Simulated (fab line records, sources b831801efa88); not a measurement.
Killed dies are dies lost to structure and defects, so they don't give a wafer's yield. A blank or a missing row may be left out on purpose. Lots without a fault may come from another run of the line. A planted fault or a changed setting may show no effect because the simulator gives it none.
A struck lot beside a sound one | flow sky130 | 20 steps out of a route of 708
Sound: wafers L423.1, L423.3, L423.4. Struck: wafer L429.6. (L429.2, L429.4 of the same lot were not struck and are left out.) The cause comes at the end.
At each step with rows: each side's tool, then ch and its chambers, then its first start. Under that, the readings that differ: sound wafers | struck wafers | difference of the means | sigmas: that difference in standard deviations of wafers without a fault.
alike: readings whose means differ by less than 2 such deviations, and words and numbers that are the same on both sides. not compared: withheld readings, readings that some wafer has no value for, bounds like >300 that may hide the same value, and numbers for which the record gives no deviation and whose values overlap.
The two part at a step that has a row with sigmas, a row that says differs or no value, or rows on one side only. Numbers that don't overlap but have no deviation are shown without sigmas and don't part them. A reading that every wafer of one side lacks parts them only if that side has two wafers or more.

SKY_LI_CONTACT_CVD_21: deposits W, target thk 400 nm, time 120.56 s.
  sound on cvd_w-02 ch 0,1, day 31 12:35; struck on cvd_w-01 ch 0, day 34 05:40
  alike: heater_power_w
SKY_LI_CONTACT_RS_MEAS_22: measures by four-point-probe.
  sound on film_metro-02, day 31 12:43; struck on film_metro-03, day 34 05:53
  alike: LI_CONTACT_W_RS
SKY_LI_CONTACT_THK_MEAS_23: measures by xrf.
  sound on film_metro-02, day 31 12:50; struck on film_metro-03, day 34 05:59
  alike: LI_CONTACT_W_THK
SKY_LI_CONTACT_CMP_24: polishes, stops on PSG, t overpolish 20 s, target thk 0 nm.
  sound on cmp-02 ch 0,1,3, day 31 12:54; struck on cmp-01 ch 1, day 34 06:02
  reading                | sound    | struck | difference | sigmas
  time_to_endpoint_s (s) | 95 98 91 | 104    | +9         | +2
  alike: motor_current_A, overpolish_run_s
SKY_LOCAL_INTERCONNECT_SPUTTER_00: material TiN, target thk 100 nm, time 83.3 s.
  sound on pvd_sputter-01, day 31 13:12; struck on pvd_sputter-01, day 34 06:20
  alike: throttle_valve_pct
SKY_LOCAL_INTERCONNECT_RS_MEAS_01: measures by four-point-probe.
  sound on film_metro-03, day 31 13:16; struck on film_metro-04, day 34 06:26
  alike: LOCAL_INTERCONNECT_TIN_RS
SKY_LOCAL_INTERCONNECT_THK_MEAS_02: measures by xrf.
  sound on film_metro-03, day 31 13:23; struck on film_metro-04, day 34 06:32
  alike: LOCAL_INTERCONNECT_TIN_THK
then, 5 steps without rows for these wafers: SKY_LOCAL_INTERCONNECT_DEHYDRATE_03 (time 60 s); SKY_LOCAL_INTERCONNECT_HMDS_04 (prime time 60 s); SKY_LOCAL_INTERCONNECT_COAT_05 (resist thk 60 nm); SKY_LOCAL_INTERCONNECT_COAT_06 (resist thk 450 nm); SKY_LOCAL_INTERCONNECT_SOFTBAKE_07 (time 90 s).
SKY_LOCAL_INTERCONNECT_EXPOSE_08: exposes mask LI1M, target cd 170 nm.
  sound on krf_scanner-01 ch 0, day 32 03:18; struck on krf_scanner-01 ch 0, day 34 18:56
  reading              | sound          | struck | difference | sigmas
  focus_offset_nm (nm) | -0.4 -0.7 -1.1 | 0.7    | +1.4       | +3
  alike: mask, exposure_dose_mJ_cm2, stage_vel_mm_s
then, 2 steps without rows for these wafers: SKY_LOCAL_INTERCONNECT_PEB_09; SKY_LOCAL_INTERCONNECT_DEVELOP_10 (develop time 60 s).
SKY_LOCAL_INTERCONNECT_CD_MEAS_11: target cd 170 nm.
  sound on cd_sem-01, day 32 16:46; struck on cd_sem-01, day 35 07:49
  reading    | sound             | struck | difference | sigmas
  cd_nm (nm) | 166.7 167.3 168.9 | 131.2  | -36.4      | -23
SKY_LOCAL_INTERCONNECT_OVL_MEAS_12:
  sound on overlay-01, day 32 16:53; struck on overlay-01, day 35 07:55
  alike: LOCAL_INTERCONNECT_OVL
SKY_LOCAL_INTERCONNECT_ETCH_13: etches BARC in N2/H2, stops on SiO2, time 45.9 s, target depth 60 nm.
  sound on rie_metal-03 ch 0,1, day 32 16:56; struck on rie_metal-04 ch 0, day 35 07:57
  reading                             | sound             | struck | difference | sigmas
  model.LOCAL_INTERCONNECT.cd_nm (nm) | 167.1 167.6 169.6 | 132    | -36        |
  alike: chamber_pressure_mTorr, drypump_motor_current_A, oes_product_au, throttle_valve_pct
  not compared: rf_hours_counter_h
SKY_LOCAL_INTERCONNECT_METAL_ETCH_14: etches TiN in Cl2/BCl3, stops on PSG, target depth 110 nm, time 31.4 s.
  sound on rie_metal-03 ch 0,1, day 32 16:59; struck on rie_metal-04 ch 0, day 35 08:01
  reading                             | sound             | struck | difference | sigmas
  model.LOCAL_INTERCONNECT.cd_nm (nm) | 166.8 168.1 169.9 | 131.6  | -36.7      |
  alike: chamber_pressure_mTorr, drypump_motor_current_A, oes_product_au, throttle_valve_pct
  not compared: rf_hours_counter_h
SKY_LOCAL_INTERCONNECT_STRIP_15: strips in O2/N2.
  sound on plasma_asher-02 ch 0,1, day 32 17:02; struck on plasma_asher-03 ch 0, day 35 08:04
  reading                     | sound       | struck | difference | sigmas
  drypump_motor_current_A (A) | 4.7 4.7 5.7 | 6.2    | +1.2       | +2
  alike: chamber_pressure_mTorr, oes_product_au, strip_time_to_endpoint_s
  not compared: rf_hours_counter_h

WHERE THEY PART
First at SKY_LI_CONTACT_CMP_24; last, within this record, at SKY_LOCAL_INTERCONNECT_STRIP_15.

WHY: what the simulator had put in
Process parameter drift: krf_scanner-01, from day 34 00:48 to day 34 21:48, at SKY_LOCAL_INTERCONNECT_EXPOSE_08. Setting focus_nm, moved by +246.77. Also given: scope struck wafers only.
